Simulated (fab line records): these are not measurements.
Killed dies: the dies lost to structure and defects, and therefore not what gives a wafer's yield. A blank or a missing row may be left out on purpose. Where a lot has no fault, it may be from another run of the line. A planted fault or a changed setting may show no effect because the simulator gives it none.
What tool caused it? / flow sky130 / 14 lots, 42 wafers sampled, at 2 steps of a route of 708

== WHAT THE GAUGES SHOWED, per wafer ==
SKY_VT_ADJUST_NCORE_OVL_MEAS_08.
lot=L742; measured=day 8 02:41; on=overlay-02; VT_ADJUST_NCORE_OVL (nm)=-0.5 -0.8 0.2
lot=L743; measured=day 8 05:56; on=overlay-02; VT_ADJUST_NCORE_OVL (nm)=-1.8 -0.3 -3.1
lot=L744; measured=day 8 10:23; on=overlay-02; VT_ADJUST_NCORE_OVL (nm)=-0.9 -0.5 -1.7
lot=L745; measured=day 8 13:38; on=overlay-01; VT_ADJUST_NCORE_OVL (nm)=1.5 0.6 -0.2
lot=L746; measured=day 8 17:22; on=overlay-01; VT_ADJUST_NCORE_OVL (nm)=0.2 0.8 2.7
lot=L750; measured=day 9 09:59; on=overlay-02; VT_ADJUST_NCORE_OVL (nm)=-0.6 -1.0 2.1
lot=L751; measured=day 9 18:37; on=overlay-02; VT_ADJUST_NCORE_OVL (nm)=-1.9 -2.2 -1.9
lot=L756; measured=day 10 18:38; on=overlay-02; VT_ADJUST_NCORE_OVL (nm)=-0.7 -1.5 1.1
lot=L757; measured=day 10 21:10; on=overlay-01; VT_ADJUST_NCORE_OVL (nm)=-2.9 1.4 -0.5
lot=L759; measured=day 18 21:40; on=overlay-02; VT_ADJUST_NCORE_OVL (nm)=1.8 1.0 1.6
lot=L758; measured=day 18 20:55; on=overlay-01; VT_ADJUST_NCORE_OVL (nm)=-1.3 0.2 -1.5
lot=L760; measured=day 18 20:46; on=overlay-02; VT_ADJUST_NCORE_OVL (nm)=-0.8 1.1 2.0
lot=L761; measured=day 18 21:58; on=overlay-01; VT_ADJUST_NCORE_OVL (nm)=-1.8 -1.3 -0.8
lot=L762; measured=day 18 23:28; on=overlay-01; VT_ADJUST_NCORE_OVL (nm)=0.7 -0.5 0.6

== WHAT TOOL EACH LOT RAN ON (gives the tool, then ch and the chambers of the sampled wafers, and finally the start) ==
lot=L742; SKY_FIELD_ISO_ETCH_17=rie_si-02 ch 2,3, day 2 14:56
lot=L743; SKY_FIELD_ISO_ETCH_17=rie_si-01 ch 0,1,3, day 2 21:02
lot=L744; SKY_FIELD_ISO_ETCH_17=rie_si-01 ch 0,1,2, day 3 04:25
lot=L745; SKY_FIELD_ISO_ETCH_17=rie_si-02 ch 1,3, day 3 08:58
lot=L746; SKY_FIELD_ISO_ETCH_17=rie_si-01 ch 0,3, day 3 12:40
lot=L750; SKY_FIELD_ISO_ETCH_17=rie_si-02 ch 0,1, day 4 09:29
lot=L751; SKY_FIELD_ISO_ETCH_17=rie_si-02 ch 0,2,3, day 4 15:59
lot=L756; SKY_FIELD_ISO_ETCH_17=rie_si-02 ch 0,1,2, day 5 15:38
lot=L757; SKY_FIELD_ISO_ETCH_17=rie_si-02 ch 0,3, day 5 19:29
lot=L759; SKY_FIELD_ISO_ETCH_17=rie_si-01 ch 0,2,3, day 9 14:41
lot=L758; SKY_FIELD_ISO_ETCH_17=rie_si-02 ch 0,1,2, day 9 14:44
lot=L760; SKY_FIELD_ISO_ETCH_17=rie_si-01 ch 1,2,3, day 9 15:02
lot=L761; SKY_FIELD_ISO_ETCH_17=rie_si-01 ch 1,2,3, day 9 15:09
lot=L762; SKY_FIELD_ISO_ETCH_17=rie_si-02 ch 0,1,2, day 9 15:23
- SKY_FIELD_ISO_ETCH_17: etches Si in HBr/Cl2/O2, target depth 342 nm, time 97.7 s.

== AS READ BY THE TOOLS THEMSELVES (means over the sampled wafers that have a number; for cases with no such wafer, the mark the record gives instead) ==
SKY_FIELD_ISO_ETCH_17.
lot=L742; tool=rie_si-02; drypump_motor_current_A (A)=5.6; oes_product_au (a.u.)=1.005; throttle_valve_pct (%)=25.658
lot=L743; tool=rie_si-01; drypump_motor_current_A (A)=5.4; oes_product_au (a.u.)=1.001; throttle_valve_pct (%)=25.657
lot=L744; tool=rie_si-01; drypump_motor_current_A (A)=5.7; oes_product_au (a.u.)=1.000; throttle_valve_pct (%)=25.659
lot=L745; tool=rie_si-02; drypump_motor_current_A (A)=5.7; oes_product_au (a.u.)=1.000; throttle_valve_pct (%)=25.652
lot=L746; tool=rie_si-01; drypump_motor_current_A (A)=5.2; oes_product_au (a.u.)=0.990; throttle_valve_pct (%)=25.669
lot=L750; tool=rie_si-02; drypump_motor_current_A (A)=5.7; oes_product_au (a.u.)=1.001; throttle_valve_pct (%)=25.654
lot=L751; tool=rie_si-02; drypump_motor_current_A (A)=5.6; oes_product_au (a.u.)=1.005; throttle_valve_pct (%)=25.645
lot=L756; tool=rie_si-02; drypump_motor_current_A (A)=5.6; oes_product_au (a.u.)=1.004; throttle_valve_pct (%)=25.656
lot=L757; tool=rie_si-02; drypump_motor_current_A (A)=5.6; oes_product_au (a.u.)=0.996; throttle_valve_pct (%)=25.649
lot=L759; tool=rie_si-01; drypump_motor_current_A (A)=5.5; oes_product_au (a.u.)=0.999; throttle_valve_pct (%)=25.655
lot=L758; tool=rie_si-02; drypump_motor_current_A (A)=5.6; oes_product_au (a.u.)=1.009; throttle_valve_pct (%)=25.645
lot=L760; tool=rie_si-01; drypump_motor_current_A (A)=5.4; oes_product_au (a.u.)=0.992; throttle_valve_pct (%)=25.668
lot=L761; tool=rie_si-01; drypump_motor_current_A (A)=5.4; oes_product_au (a.u.)=1.004; throttle_valve_pct (%)=25.653
lot=L762; tool=rie_si-02; drypump_motor_current_A (A)=5.6; oes_product_au (a.u.)=1.001; throttle_valve_pct (%)=25.656

== THE ANSWER, worked out from the rows above alone ==
Rule: the lots themselves supply what counts as usual. The widest of any qualifying gaps counts: lots, ordered by their means at a reading, are off when they make up no more than a third of the lots, leave a main group of 4 or more, and stand apart from it by 3 or more times the standard deviation of that group's means. If all means in a main group match to the digits the tables above print for the reading, that group is not used. A lot without any number at a reading at which 4 lots or more have one is off too. The other lots that the step has rows for count as sound. First the gauges in route order, then the tools' own readings, where a lot's mean is used as printed above. At the first step where some lot is off, the reading lying furthest off is the one used; lots without a number count as furthest.
Nothing can be told from this: no lot is off at any reading shown.

== WHAT HAD BEEN PUT IN BY THE SIMULATOR ==
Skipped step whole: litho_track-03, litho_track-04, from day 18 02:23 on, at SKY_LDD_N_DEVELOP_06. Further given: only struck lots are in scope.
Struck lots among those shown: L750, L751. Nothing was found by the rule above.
